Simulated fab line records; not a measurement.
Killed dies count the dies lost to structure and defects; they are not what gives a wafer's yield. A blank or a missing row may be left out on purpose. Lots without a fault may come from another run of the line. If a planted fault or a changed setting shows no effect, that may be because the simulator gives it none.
fab line records ; flow sky130
record lots=12; wafers=36; lastDay=50
route steps=708 shown CONTACT@431 METAL1@439 VIA1@458 PAD_OPEN@708
lots untouched by any fault: they come from a run of this same line in which no faults occurred
startH: hours from the record's first day to the start of the lot's first wafer shown ; waitH: hours since the lot's step before ; " identical to the entry in the row above ; L1.1+2: a row that stands for several wafers ; - no value, or no start given ; * or withheld: withheld ; < > ~ a bound
route shown NAME@n: a module of which the file shows steps, and the number in the route of the first ; usual: mean and standard deviation over wafers with no fault ; same: alike in all rows ; chamber/n: place in a boat ; sites: readings site by site ; _std_site: how widely they spread, as a standard deviation ; _edge_site: the outer-site mean with the inner-site mean subtracted ; radiusMm: how far each site lies from the wafer's centre ; mask NAME#n: copy n ; behind: the tool/chamber that last shaped the wafer ; hold: the reason the lot was held/the length of the hold in hours/how it ended ; device: whichever transistor did not switch (one of n, p or np) ; end of line: the tests these same wafers got at the end of their route ; where a step has no rows: the recipe by itself ; killed: count of dies lost to structure and defects at first sort (not the wafer's yield) ; map: a wafer's dies, marking killed ones x, the rest . and places with no die _
set.NAME: the setting that was run; set.NAME@STEP: the one run at that earlier step ; model.NAME: the simulator's own value behind a step, which no gauge read
a sample of lots followed through the steps of the route, with each step as a table and each wafer as a row
services: the hour from which a tool's chamber was out of use, counted from the record's first day as startH (under 0 if before that day), plus the number of hours and why
## steps
# step SKY_CONTACT_RS_MEAS_25
# recipe thkMeasGauge=four-point-probe; reads=W_of_CONTACT_CVD_24+TiN_of_CONTACT_SPUTTER_23
# usual CONTACT_W_RS=0.336/0.0057
lot.wafer;tool;chamber;startH;waitH;CONTACT_W_RS[ohm/sq]
L432.2;filmMetro-03;-;728.94;0.1;0.336
L432.3;filmMetro-03;-;728.94;0.1;0.334
L432.6;filmMetro-03;-;728.94;0.1;0.336
L433.1;filmMetro-03;-;741.45;0.1;0.339
L433.3;filmMetro-03;-;741.45;0.1;0.336
L433.6;filmMetro-03;-;741.45;0.1;0.341
L435.1;filmMetro-03;-;765.52;0.1;0.338
L435.4;filmMetro-03;-;765.52;0.1;0.323
L435.5;filmMetro-03;-;765.52;0.1;0.337
L437.1;filmMetro-01;-;774.93;0.1;0.341
L437.5;filmMetro-01;-;774.93;0.1;0.338
L437.6;filmMetro-01;-;774.93;0.1;0.339
L439.1;filmMetro-04;-;791.04;0.1;0.326
L439.2;filmMetro-04;-;791.04;0.1;0.339
L439.5;filmMetro-04;-;791.04;0.1;0.337
L441.2;filmMetro-04;-;805.65;0.1;0.328
L441.4;filmMetro-04;-;805.65;0.1;0.342
L441.6;filmMetro-04;-;805.65;0.1;0.344
L448.1;filmMetro-03;-;872.21;0.1;0.340
L448.3;filmMetro-03;-;872.21;0.1;0.339
L448.5;filmMetro-03;-;872.21;0.1;0.327
L449.4;filmMetro-01;-;889.63;0.1;0.324
L449.5;filmMetro-01;-;889.63;0.1;0.322
L449.6;filmMetro-01;-;889.63;0.1;0.334
L450.2;filmMetro-03;-;891.80;0.1;0.340
L450.3;filmMetro-03;-;891.80;0.1;0.342
L450.5;filmMetro-03;-;891.80;0.1;0.343
L451.1;filmMetro-01;-;891.99;0.1;0.340
L451.3;filmMetro-01;-;891.99;0.1;0.334
L451.5;filmMetro-01;-;891.99;0.1;0.335
L454.2;filmMetro-04;-;903.17;0.1;0.325
L454.3;filmMetro-04;-;903.17;0.1;0.340
L454.5;filmMetro-04;-;903.17;0.1;0.340
L455.2;filmMetro-03;-;912.78;0.1;0.333
L455.3;filmMetro-03;-;912.78;0.1;0.339
L455.4;filmMetro-03;-;912.78;0.1;0.338
# step SKY_CONTACT_THK_MEAS_26
# recipe thkMeasGauge=xrf; reads=W_of_CONTACT_CVD_24
# usual CONTACT_W_THK=336/6.9
lot.wafer;tool;chamber;startH;waitH;CONTACT_W_THK[nm]
L432.2;filmMetro-03;-;729.05;0.1;332
L432.3;filmMetro-03;-;729.05;0.1;337
L432.6;filmMetro-03;-;729.05;0.1;334
L433.1;filmMetro-03;-;741.57;0.1;331
L433.3;filmMetro-03;-;741.57;0.1;333
L433.6;filmMetro-03;-;741.57;0.1;329
L435.1;filmMetro-03;-;765.64;0.1;338
L435.4;filmMetro-03;-;765.64;0.1;350
L435.5;filmMetro-03;-;765.64;0.1;339
L437.1;filmMetro-01;-;775.05;0.1;330
L437.5;filmMetro-01;-;775.05;0.1;332
L437.6;filmMetro-01;-;775.05;0.1;331
L439.1;filmMetro-04;-;791.16;0.1;350
L439.2;filmMetro-04;-;791.16;0.1;338
L439.5;filmMetro-04;-;791.16;0.1;340
L441.2;filmMetro-04;-;805.76;0.1;346
L441.4;filmMetro-04;-;805.76;0.1;334
L441.6;filmMetro-04;-;805.76;0.1;333
L448.1;filmMetro-03;-;872.33;0.1;330
L448.3;filmMetro-03;-;872.33;0.1;335
L448.5;filmMetro-03;-;872.33;0.1;346
L449.4;filmMetro-01;-;889.72;0.1;344
L449.5;filmMetro-01;-;889.72;0.1;346
L449.6;filmMetro-01;-;889.72;0.1;333
L450.2;filmMetro-03;-;891.91;0.1;332
L450.3;filmMetro-03;-;891.91;0.1;333
L450.5;filmMetro-03;-;891.91;0.1;331
L451.1;filmMetro-01;-;892.11;0.1;330
L451.3;filmMetro-01;-;892.11;0.1;334
L451.5;filmMetro-01;-;892.11;0.1;336
L454.2;filmMetro-04;-;903.28;0.1;353
L454.3;filmMetro-04;-;903.28;0.1;339
L454.5;filmMetro-04;-;903.28;0.1;338
L455.2;filmMetro-03;-;912.89;0.1;333
L455.3;filmMetro-03;-;912.89;0.1;328
L455.4;filmMetro-03;-;912.89;0.1;330
# step SKY_METAL1_RS_MEAS_05
# recipe thkMeasGauge=four-point-probe; reads=TiN_of_METAL1_SPUTTER_04+Ti_of_METAL1_SPUTTER_03+AlCu_of_METAL1_SPUTTER_02+TiN_of_METAL1_SPUTTER_01+Ti_of_METAL1_SPUTTER_00
# usual METAL1_ALCU_RS=0.1266/0.0014
lot.wafer;tool;chamber;startH;waitH;METAL1_ALCU_RS[ohm/sq]
L432.2;filmMetro-03;-;729.56;0.0;0.1277
L432.3;filmMetro-03;-;729.56;0.0;0.1255
L432.6;filmMetro-03;-;729.56;0.0;0.1267
L433.1;filmMetro-04;-;742.07;0.0;0.1256
L433.3;filmMetro-04;-;742.07;0.0;0.1272
L433.6;filmMetro-04;-;742.07;0.0;0.1274
L435.1;filmMetro-03;-;766.14;0.0;0.1273
L435.4;filmMetro-03;-;766.14;0.0;0.1264
L435.5;filmMetro-03;-;766.14;0.0;0.1265
L437.1;filmMetro-02;-;775.55;0.0;0.1254
L437.5;filmMetro-02;-;775.55;0.0;0.1254
L437.6;filmMetro-02;-;775.55;0.0;0.1254
L439.1;filmMetro-04;-;791.66;0.0;0.1270
L439.2;filmMetro-04;-;791.66;0.0;0.1260
L439.5;filmMetro-04;-;791.66;0.0;0.1252
L441.2;filmMetro-03;-;806.27;0.0;0.1310
L441.4;filmMetro-03;-;806.27;0.0;0.1305
L441.6;filmMetro-03;-;806.27;0.0;0.1298
L448.1;filmMetro-03;-;872.98;0.0;0.1286
L448.3;filmMetro-03;-;872.98;0.0;0.1273
L448.5;filmMetro-03;-;872.98;0.0;0.1281
L449.4;filmMetro-02;-;890.25;0.1;0.1260
L449.5;filmMetro-02;-;890.25;0.1;0.1266
L449.6;filmMetro-02;-;890.25;0.1;0.1286
L450.2;filmMetro-04;-;892.42;0.0;0.1259
L450.3;filmMetro-04;-;892.42;0.0;0.1258
L450.5;filmMetro-04;-;892.42;0.0;0.1261
L451.1;filmMetro-03;-;892.61;0.0;0.1267
L451.3;filmMetro-03;-;892.61;0.0;0.1267
L451.5;filmMetro-03;-;892.61;0.0;0.1257
L454.2;filmMetro-03;-;903.79;0.0;0.1263
L454.3;filmMetro-03;-;903.79;0.0;0.1261
L454.5;filmMetro-03;-;903.79;0.0;0.1274
L455.2;filmMetro-04;-;913.40;0.0;0.1244
L455.3;filmMetro-04;-;913.40;0.0;0.1238
L455.4;filmMetro-04;-;913.40;0.0;0.1243
# step SKY_VIA1_HDPCVD_00
# recipe material=SiO2; targetThkNm=1030; sigmaOpenFrac=0.3; timeS=171.7; tempC=400; sih4FlowSccm=60; pressureMtorr=6
# usual sih4FlowSccm=60.00/0.17
lot.wafer;tool;chamber;startH;waitH;sih4FlowSccm
L432.2;hdpcvd-02;0;758.05;0.0;60.26
L432.3;hdpcvd-02;2;758.05;0.0;60.12
L432.6;hdpcvd-02;0;758.05;0.0;60.10
L433.1;hdpcvd-01;0;770.75;0.0;59.96
L433.3;hdpcvd-01;2;770.75;0.0;60.12
L433.6;hdpcvd-01;0;770.75;0.0;60.01
L435.1;hdpcvd-01;0;795.06;0.0;59.77
L435.4;hdpcvd-01;0;795.06;0.0;60.01
L435.5;hdpcvd-01;1;795.06;0.0;59.90
L437.1;hdpcvd-01;0;803.50;0.0;59.87
L437.5;hdpcvd-01;1;803.50;0.0;60.31
L437.6;hdpcvd-01;2;803.50;0.0;60.04
L439.1;hdpcvd-01;1;819.76;0.0;59.97
L439.2;hdpcvd-01;2;819.76;0.0;47.96
L439.5;hdpcvd-01;0;819.76;0.0;59.89
L441.2;hdpcvd-01;0;834.01;0.0;59.95
L441.4;hdpcvd-01;0;834.01;0.0;59.90
L441.6;hdpcvd-01;2;834.01;0.0;47.75
L448.1;hdpcvd-01;0;900.08;0.0;60.11
L448.3;hdpcvd-01;2;900.08;0.0;59.87
L448.5;hdpcvd-01;0;900.08;0.0;60.10
L449.4;hdpcvd-01;1;916.25;0.1;60.02
L449.5;hdpcvd-01;0;916.25;0.1;60.22
L449.6;hdpcvd-01;2;916.25;0.1;59.89
L450.2;hdpcvd-02;0;918.47;0.0;59.89
L450.3;hdpcvd-02;1;918.47;0.0;59.94
L450.5;hdpcvd-02;0;918.47;0.0;59.95
L451.1;hdpcvd-01;2;918.84;0.0;60.12
L451.3;hdpcvd-01;0;918.84;0.0;60.12
L451.5;hdpcvd-01;0;918.84;0.0;59.95
L454.2;hdpcvd-02;1;929.36;0.0;60.18
L454.3;hdpcvd-02;2;929.36;0.0;60.04
L454.5;hdpcvd-02;0;929.36;0.0;60.11
L455.2;hdpcvd-02;1;938.56;0.0;59.94
L455.3;hdpcvd-02;2;938.56;0.0;59.90
L455.4;hdpcvd-02;2;938.56;0.0;59.63
# step SKY_VIA1_THK_MEAS_01
# recipe reads=SiO2_of_VIA1_HDPCVD_00
# usual VIA1_HDPCVD_THK=1030/9.5
lot.wafer;tool;chamber;startH;waitH;VIA1_HDPCVD_THK[nm]
L432.2;filmMetro-01;-;758.17;0.1;1030
L432.3;filmMetro-01;-;758.17;0.1;1041
L432.6;filmMetro-01;-;758.17;0.1;1031
L433.1;filmMetro-01;-;770.86;0.1;1035
L433.3;filmMetro-01;-;770.86;0.1;1023
L433.6;filmMetro-01;-;770.86;0.1;1034
L435.1;filmMetro-02;-;795.17;0.1;1032
L435.4;filmMetro-02;-;795.17;0.1;1018
L435.5;filmMetro-02;-;795.17;0.1;1024
L437.1;filmMetro-04;-;803.61;0.1;1050
L437.5;filmMetro-04;-;803.61;0.1;1034
L437.6;filmMetro-04;-;803.61;0.1;1055
L439.1;filmMetro-01;-;819.87;0.1;1025
L439.2;filmMetro-01;-;819.87;0.1;823
L439.5;filmMetro-01;-;819.87;0.1;1034
L441.2;filmMetro-01;-;834.13;0.1;1050
L441.4;filmMetro-01;-;834.13;0.1;1038
L441.6;filmMetro-01;-;834.13;0.1;825
L448.1;filmMetro-04;-;900.19;0.1;1034
L448.3;filmMetro-04;-;900.19;0.1;1028
L448.5;filmMetro-04;-;900.19;0.1;1030
L449.4;filmMetro-02;-;916.34;0.0;1034
L449.5;filmMetro-02;-;916.34;0.0;1036
L449.6;filmMetro-02;-;916.34;0.0;1021
L450.2;filmMetro-01;-;918.59;0.1;1017
L450.3;filmMetro-01;-;918.59;0.1;1026
L450.5;filmMetro-01;-;918.59;0.1;1022
L451.1;filmMetro-04;-;918.95;0.1;1038
L451.3;filmMetro-04;-;918.95;0.1;1036
L451.5;filmMetro-04;-;918.95;0.1;1027
L454.2;filmMetro-04;-;929.48;0.1;1026
L454.3;filmMetro-04;-;929.48;0.1;1020
L454.5;filmMetro-04;-;929.48;0.1;1014
L455.2;filmMetro-01;-;938.68;0.1;1047
L455.3;filmMetro-01;-;938.68;0.1;1049
L455.4;filmMetro-01;-;938.68;0.1;1047
# step SKY_PAD_OPEN_PROBE_99
# usual defectLimitedYield=82.4/2.1; killed_at_M0_to_M3=43/7.4; killed_at_M4_up=3.1/1.9; killedAtContacts=25/5.4; killedAtFrontEnd=15/4.3; killedAtOther=0.3/0.54; killedDies=86/10; killedOnRim=17/4; killedOpen=46/7.4; killedShort=40/7; sort_bin_3_pad_short=0.9/0.39; sort_bin_5_function=10.3/1.6; sort_bin_6_memory=6.4/1.1; sortNPass=406/10; sortYieldPct=82.4/2.1
# same grossDies=492; killedAtBackSide=0; sort_bin_4_leakage[%]=0; sort_bin_8_speed[%]=0
lot.wafer;tool;chamber;startH;waitH;defectLimitedYield[%];killed_at_M0_to_M3;killed_at_M4_up;killedAtContacts;killedAtFrontEnd;killedAtOther;killedDies;killedOnRim;killedOpen;killedShort;sort_bin_3_pad_short[%];sort_bin_5_function[%];sort_bin_6_memory[%];sortNPass;sortYieldPct[%]
L432.2;prober-01;-;1071.50;0.1;82.1;44;2;24;18;0;88;14;46;40;1.0;12.4;4.5;404;82.1
L432.3;prober-01;-;1071.55;0.2;79.1;51;1;27;23;1;103;20;47;54;1.2;10.8;8.9;389;79.1
L432.6;prober-01;-;1071.70;0.2;80.9;51;6;19;18;0;94;18;43;51;1.2;10.8;7.1;398;80.9
L433.1;prober-02;-;1080.63;0.1;82.7;48;2;23;12;0;85;14;43;42;0.4;11.0;5.9;407;82.7
L433.3;prober-02;-;1080.73;0.2;81.1;49;5;20;19;0;93;18;54;38;1.2;11.4;6.3;399;81.1
L433.6;prober-02;-;1080.88;0.2;80.1;48;6;27;17;0;98;16;57;40;0.8;11.6;7.5;394;80.1
L435.1;prober-02;-;1097.80;0.1;81.9;44;4;29;12;0;89;18;43;46;0.6;11.6;5.9;403;81.9
L435.4;prober-02;-;1097.95;0.2;79.7;52;0;36;12;0;100;26;60;40;0.8;12.4;7.1;392;79.7
L435.5;prober-02;-;1098.00;0.2;83.1;48;5;19;11;0;83;10;39;44;1.4;8.7;6.7;409;83.1
L437.1;prober-02;-;1105.35;0.1;82.5;45;2;19;20;0;86;14;36;50;0.8;9.1;7.5;406;82.5
L437.5;prober-02;-;1105.55;0.2;79.3;53;3;31;15;0;102;16;57;45;0.8;12.4;7.5;390;79.3
L437.6;prober-02;-;1105.60;0.2;84.6;37;4;22;13;0;76;12;38;38;1.0;7.7;6.7;416;84.6
L439.1;prober-02;-;1119.84;0.1;80.3;40;9;26;22;0;97;19;46;50;1.4;11.0;7.3;395;80.3
L439.2;prober-02;-;1119.89;0.1;83.5;35;2;30;13;1;81;17;44;37;1.4;9.3;5.7;411;83.5
L439.5;prober-02;-;1120.04;0.2;83.3;42;4;20;16;0;82;16;43;39;0.8;8.9;6.9;410;83.3
L441.2;prober-02;-;1130.63;0.1;82.3;38;3;34;11;1;87;16;48;39;0.2;9.3;8.1;405;82.3
L441.4;prober-02;-;1130.73;0.2;87.0;28;4;23;8;1;64;8;30;34;0.4;7.1;5.5;428;87.0
L441.6;prober-02;-;1130.83;0.2;87.8;30;4;17;8;1;60;11;38;22;1.0;7.3;3.9;432;87.8
L448.1;prober-01;-;1175.56;0.1;84.8;38;4;21;12;0;75;15;42;33;0.4;10.6;4.3;417;84.8
L448.3;prober-01;-;1175.66;0.2;83.5;39;1;26;15;0;81;10;42;38;0.8;12.0;3.7;411;83.5
L448.5;prober-01;-;1175.76;0.2;86.2;29;1;18;20;0;68;13;35;31;0.6;8.9;4.3;424;86.2
L449.4;prober-02;-;1187.67;0.2;80.7;40;2;29;24;0;95;23;58;37;0.8;11.0;7.5;397;80.7
L449.5;prober-02;-;1187.72;0.2;83.1;43;1;22;17;0;83;21;44;39;0.8;10.2;5.9;409;83.1
L449.6;prober-02;-;1187.77;0.2;82.7;46;1;24;14;0;85;20;48;37;1.2;9.6;6.5;407;82.7
L450.2;prober-01;-;1189.67;0.1;83.3;40;4;18;18;2;82;20;41;40;1.0;10.4;5.3;410;83.3
L450.3;prober-01;-;1189.72;0.2;85.2;40;0;26;7;0;73;16;44;29;0.6;10.2;4.1;419;85.2
L450.5;prober-01;-;1189.82;0.2;84.6;38;3;15;19;1;76;17;41;34;0.6;8.7;6.1;416;84.6
L451.1;prober-02;-;1189.70;0.1;85.6;33;2;22;14;0;71;15;28;42;0.8;7.3;6.3;421;85.6
L451.3;prober-02;-;1189.80;0.2;83.3;42;5;18;17;0;82;15;47;34;1.0;10.0;5.7;410;83.3
L451.5;prober-02;-;1189.90;0.2;83.5;40;4;24;13;0;81;19;46;35;0.6;10.8;5.1;411;83.5
L454.2;prober-01;-;1197.45;0.1;85.2;33;0;28;12;0;73;13;42;30;0.8;9.3;4.7;419;85.2
L454.3;prober-01;-;1197.50;0.2;83.7;40;2;29;9;0;80;19;41;38;0.8;10.2;5.3;412;83.7
L454.5;prober-01;-;1197.60;0.2;83.3;48;5;14;15;0;82;15;41;38;0.4;10.0;6.3;410;83.3
L455.2;prober-02;-;1204.09;0.1;82.9;50;7;17;10;0;84;20;42;42;0.6;10.0;6.5;408;82.9
L455.3;prober-02;-;1204.14;0.2;85.6;42;4;15;9;1;71;18;36;35;0.6;7.9;5.9;421;85.6
L455.4;prober-02;-;1204.19;0.2;83.1;52;3;14;13;1;83;14;43;40;1.2;10.6;5.1;409;83.1
# killed by level:class
L432.2 CONTACT:geometricParticle:short=8 METAL2:geometricParticle:short=8 CONTACT:geometricParticle:open=8 VIA3:geometricParticle:open=8 FIELD_ISO:geometricParticle:open=7 VIA1:geometricParticle:open=6 FIELD_ISO:geometricParticle:short=5 METAL1:geometricParticle:short=5
L432.3 VIA1:geometricParticle:open=9 CONTACT:geometricParticle:open=8 FIELD_ISO:geometricParticle:short=7 METAL2:geometricParticle:short=7 CONTACT:geometricParticle:short=7 METAL1:geometricParticle:short=6 VIA2:geometricParticle:open=6 METAL3:geometricParticle:short=6
L432.6 VIA1:geometricParticle:open=13 METAL2:geometricParticle:short=9 FIELD_ISO:geometricParticle:open=8 CONTACT:geometricParticle:open=8 FIELD_ISO:geometricParticle:short=6 METAL1:geometricParticle:short=6 VIA1:geometricParticle:short=6 CONTACT:geometricParticle:short=5
L433.1 VIA1:geometricParticle:short=9 VIA1:geometricParticle:open=8 VIA3:geometricParticle:open=8 CONTACT:geometricParticle:open=7 LI_CONTACT:geometricParticle:open=6 METAL2:geometricParticle:short=5 LOCAL_INTERCONNECT:geometricParticle:short=4 VIA2:geometricParticle:open=4
L433.3 VIA1:geometricParticle:open=11 CONTACT:geometricParticle:open=10 VIA3:geometricParticle:open=9 VIA2:geometricParticle:open=8 VIA3:geometricParticle:short=7 LI_CONTACT:geometricParticle:open=6 VIA1:geometricParticle:short=6 FIELD_ISO:geometricParticle:short=5
L433.6 VIA1:geometricParticle:open=12 CONTACT:geometricParticle:open=10 LI_CONTACT:geometricParticle:open=9 FIELD_ISO:geometricParticle:open=7 VIA2:geometricParticle:open=7 METAL1:geometricParticle:short=7 FIELD_ISO:geometricParticle:short=4 LOCAL_INTERCONNECT:geometricParticle:short=4
L435.1 VIA1:geometricParticle:open=16 VIA1:geometricParticle:short=8 LI_CONTACT:geometricParticle:open=7 CONTACT:geometricParticle:short=7 LOCAL_INTERCONNECT:geometricParticle:short=6 METAL1:geometricParticle:short=6 CONTACT:geometricParticle:open=5 FIELD_ISO:geometricParticle:open=4
L435.4 CONTACT:geometricParticle:open=17 VIA1:geometricParticle:open=14 CONTACT:geometricParticle:short=9 VIA2:geometricParticle:open=7 VIA3:geometricParticle:open=7 LI_CONTACT:geometricParticle:open=6 VIA1:geometricParticle:short=6 POLY_GATE:geometricParticle:short=5
L435.5 VIA1:geometricParticle:open=14 CONTACT:geometricParticle:open=8 METAL2:geometricParticle:short=8 METAL1:geometricParticle:short=6 VIA3:geometricParticle:short=5 FIELD_ISO:geometricParticle:open=4 LI_CONTACT:geometricParticle:short=3 LOCAL_INTERCONNECT:geometricParticle:short=3
L437.1 VIA1:geometricParticle:open=10 FIELD_ISO:geometricParticle:short=7 VIA1:geometricParticle:short=7 LI_CONTACT:geometricParticle:open=6 METAL3:geometricParticle:short=6 METAL2:geometricParticle:short=5 CONTACT:geometricParticle:short=4 METAL1:geometricParticle:short=4
L437.5 CONTACT:geometricParticle:open=9 METAL1:geometricParticle:short=9 VIA3:geometricParticle:open=9 LI_CONTACT:geometricParticle:open=8 VIA2:geometricParticle:open=8 VIA1:geometricParticle:open=7 LOCAL_INTERCONNECT:geometricParticle:short=6 FIELD_ISO:geometricParticle:open=5
L437.6 VIA1:geometricParticle:open=9 LOCAL_INTERCONNECT:geometricParticle:short=6 VIA2:geometricParticle:open=6 FIELD_ISO:geometricParticle:short=5 LI_CONTACT:geometricParticle:short=4 LI_CONTACT:geometricParticle:open=4 CONTACT:geometricParticle:open=4 CONTACT:geometricParticle:short=4
L439.1 METAL4:geometricParticle:short=9 VIA1:geometricParticle:open=8 CONTACT:geometricParticle:open=7 LI_CONTACT:geometricParticle:open=7 VIA2:geometricParticle:short=7 FIELD_ISO:geometricParticle:short=6 LI_CONTACT:geometricParticle:short=6 VIA2:geometricParticle:open=6
L439.2 CONTACT:geometricParticle:open=9 VIA1:geometricParticle:open=9 LI_CONTACT:geometricParticle:open=8 LOCAL_INTERCONNECT:geometricParticle:short=5 VIA2:geometricParticle:open=5 LI_CONTACT:geometricParticle:short=4 VIA3:geometricParticle:short=4 SPACER:geometricParticle:short=3
L439.5 VIA3:geometricParticle:open=8 CONTACT:geometricParticle:open=7 METAL2:geometricParticle:short=7 VIA1:geometricParticle:open=6 VIA2:geometricParticle:open=6 VIA1:geometricParticle:short=5 FIELD_ISO:geometricParticle:short=4 FIELD_ISO:geometricParticle:open=4
L441.2 CONTACT:geometricParticle:open=11 VIA2:geometricParticle:open=9 LI_CONTACT:geometricParticle:open=8 CONTACT:geometricParticle:short=8 VIA1:geometricParticle:open=7 VIA3:geometricParticle:open=5 METAL1:geometricParticle:short=4 POLY_GATE:geometricParticle:short=3
L441.4 CONTACT:geometricParticle:open=10 METAL2:geometricParticle:short=7 LI_CONTACT:geometricParticle:open=6 POLY_GATE:geometricParticle:short=5 VIA1:geometricParticle:short=4 LOCAL_INTERCONNECT:geometricParticle:short=3 CONTACT:geometricParticle:short=3 METAL1:geometricParticle:short=3
L441.6 VIA1:geometricParticle:open=10 CONTACT:geometricParticle:open=8 LI_CONTACT:geometricParticle:open=6 METAL2:geometricParticle:short=5 FIELD_ISO:geometricParticle:open=3 POLY_GATE:geometricParticle:short=2 VIA2:geometricParticle:short=2 METAL1:geometricParticle:open=2
L448.1 CONTACT:geometricParticle:open=10 VIA1:geometricParticle:open=10 METAL2:geometricParticle:short=9 POLY_GATE:geometricParticle:open=5 VIA3:geometricParticle:open=5 VIA1:geometricParticle:short=5 METAL4:geometricParticle:short=4 POLY_GATE:geometricParticle:short=4
L448.3 VIA1:geometricParticle:open=13 CONTACT:geometricParticle:short=7 LI_CONTACT:geometricParticle:open=7 FIELD_ISO:geometricParticle:open=6 METAL1:geometricParticle:short=6 CONTACT:geometricParticle:open=5 METAL2:geometricParticle:short=5 LOCAL_INTERCONNECT:geometricParticle:short=4
L448.5 CONTACT:geometricParticle:open=6 VIA1:geometricParticle:short=5 VIA1:geometricParticle:open=5 VIA2:geometricParticle:open=5 FIELD_ISO:geometricParticle:short=4 POLY_GATE:geometricParticle:short=4 LI_CONTACT:geometricParticle:open=4 POLY_GATE:geometricParticle:open=3
L449.4 POLY_GATE:geometricParticle:open=11 LI_CONTACT:geometricParticle:open=11 CONTACT:geometricParticle:open=10 VIA1:geometricParticle:open=10 METAL2:geometricParticle:short=8 VIA3:geometricParticle:open=8 POLY_GATE:geometricParticle:short=4 FIELD_ISO:geometricParticle:open=3
L449.5 VIA1:geometricParticle:open=13 POLY_GATE:geometricParticle:short=10 LI_CONTACT:geometricParticle:open=9 METAL2:geometricParticle:short=7 VIA3:geometricParticle:open=6 VIA2:geometricParticle:open=5 LI_CONTACT:geometricParticle:short=5 CONTACT:geometricParticle:short=4
L449.6 VIA1:geometricParticle:open=13 CONTACT:geometricParticle:open=9 VIA2:geometricParticle:open=8 VIA3:geometricParticle:open=6 FIELD_ISO:geometricParticle:short=5 LI_CONTACT:geometricParticle:open=5 LOCAL_INTERCONNECT:geometricParticle:short=5 METAL2:geometricParticle:short=5
L450.2 VIA3:geometricParticle:open=10 LI_CONTACT:geometricParticle:open=7 POLY_GATE:geometricParticle:short=5 METAL1:geometricParticle:short=5 METAL2:geometricParticle:short=5 VIA3:geometricParticle:short=4 LI_CONTACT:geometricParticle:short=4 VIA2:geometricParticle:open=4
L451.1 METAL2:geometricParticle:short=7 METAL3:geometricParticle:short=6 LOCAL_INTERCONNECT:geometricParticle:short=5 CONTACT:geometricParticle:open=5 VIA1:geometricParticle:open=5 CONTACT:geometricParticle:short=4 LI_CONTACT:geometricParticle:short=4 LI_CONTACT:geometricParticle:open=4
L450.3 LI_CONTACT:geometricParticle:open=13 VIA1:geometricParticle:open=9 VIA1:geometricParticle:short=9 CONTACT:geometricParticle:open=6 VIA3:geometricParticle:open=5 LOCAL_INTERCONNECT:geometricParticle:short=3 VIA2:geometricParticle:open=3 METAL2:geometricParticle:short=3
L451.3 VIA1:geometricParticle:open=16 CONTACT:geometricParticle:open=7 VIA3:geometricParticle:open=6 FIELD_ISO:geometricParticle:short=5 FIELD_ISO:geometricParticle:open=5 LOCAL_INTERCONNECT:geometricParticle:short=5 METAL2:geometricParticle:short=5 METAL4:geometricParticle:short=5
L450.5 LI_CONTACT:geometricParticle:open=9 VIA2:geometricParticle:open=7 FIELD_ISO:geometricParticle:short=6 VIA1:geometricParticle:open=6 VIA3:geometricParticle:open=6 POLY_GATE:geometricParticle:short=5 METAL3:geometricParticle:short=5 FIELD_ISO:geometricParticle:open=4
L451.5 VIA1:geometricParticle:open=11 LI_CONTACT:geometricParticle:open=7 CONTACT:geometricParticle:open=7 METAL2:geometricParticle:short=6 VIA3:geometricParticle:open=6 VIA2:geometricParticle:open=5 FIELD_ISO:geometricParticle:open=4 LOCAL_INTERCONNECT:geometricParticle:short=4
L454.2 CONTACT:geometricParticle:open=10 LI_CONTACT:geometricParticle:open=8 VIA1:geometricParticle:open=8 CONTACT:geometricParticle:short=5 METAL2:geometricParticle:short=5 POLY_GATE:geometricParticle:short=3 POLY_GATE:geometricParticle:open=3 LOCAL_INTERCONNECT:geometricParticle:short=3
L454.3 CONTACT:geometricParticle:open=9 LI_CONTACT:geometricParticle:open=9 VIA2:geometricParticle:open=6 LOCAL_INTERCONNECT:geometricParticle:short=6 METAL1:geometricParticle:short=6 VIA1:geometricParticle:open=6 VIA1:geometricParticle:short=6 METAL2:geometricParticle:short=4
L454.5 VIA1:geometricParticle:open=11 LI_CONTACT:geometricParticle:open=7 METAL1:geometricParticle:short=6 VIA1:geometricParticle:short=5 METAL2:geometricParticle:short=5 VIA2:geometricParticle:open=5 FIELD_ISO:geometricParticle:open=4 CONTACT:geometricParticle:short=4
L455.2 VIA1:geometricParticle:open=8 VIA2:geometricParticle:open=8 CONTACT:geometricParticle:open=7 VIA3:geometricParticle:open=6 METAL1:geometricParticle:short=6 METAL4:geometricParticle:short=6 VIA2:geometricParticle:short=5 VIA3:geometricParticle:short=5
L455.3 VIA1:geometricParticle:open=11 CONTACT:geometricParticle:open=9 METAL1:geometricParticle:short=7 VIA2:geometricParticle:open=5 VIA1:geometricParticle:short=4 VIA2:geometricParticle:short=4 METAL2:geometricParticle:short=3 VIA3:geometricParticle:open=3
L455.4 VIA1:geometricParticle:open=11 METAL1:geometricParticle:short=7 VIA1:geometricParticle:short=7 LI_CONTACT:geometricParticle:open=6 CONTACT:geometricParticle:open=6 METAL2:geometricParticle:short=5 VIA2:geometricParticle:short=5 VIA3:geometricParticle:open=5
## services
tool;chamber;startH;hours;kind
hdpcvd-02;-;743.71;0.3;repair
hdpcvd-02;-;848.89;1.6;repair
hdpcvd-02;2;859.31;3.6;repair
## key
firstSign step=SKY_VIA1_HDPCVD_00; reading=sih4FlowSccm; direction=down; sigmas=73; usual=60.00; struck=47.85
effect step=SKY_VIA1_THK_MEAS_01; reading=VIA1_HDPCVD_THK; direction=down; sigmas=22; usual=1030; struck=824
metAt SKY_VIA1_HDPCVD_00
struckLots L439,L441
struckWafers L439.2,L441.6
notActingAt SKY_CONTACT_RS_MEAS_25,SKY_CONTACT_THK_MEAS_26,SKY_METAL1_RS_MEAS_05
onsetBetween 803.50 819.76
fault kind=processParameterDrift; tool=hdpcvd-01; chamber=2; onsetH=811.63; steps=SKY_VIA1_HDPCVD_00; channel=sih4FlowSccm; offset=-12; shape=step; endH=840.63; actsIn=theseRecipesOnly; stated=60
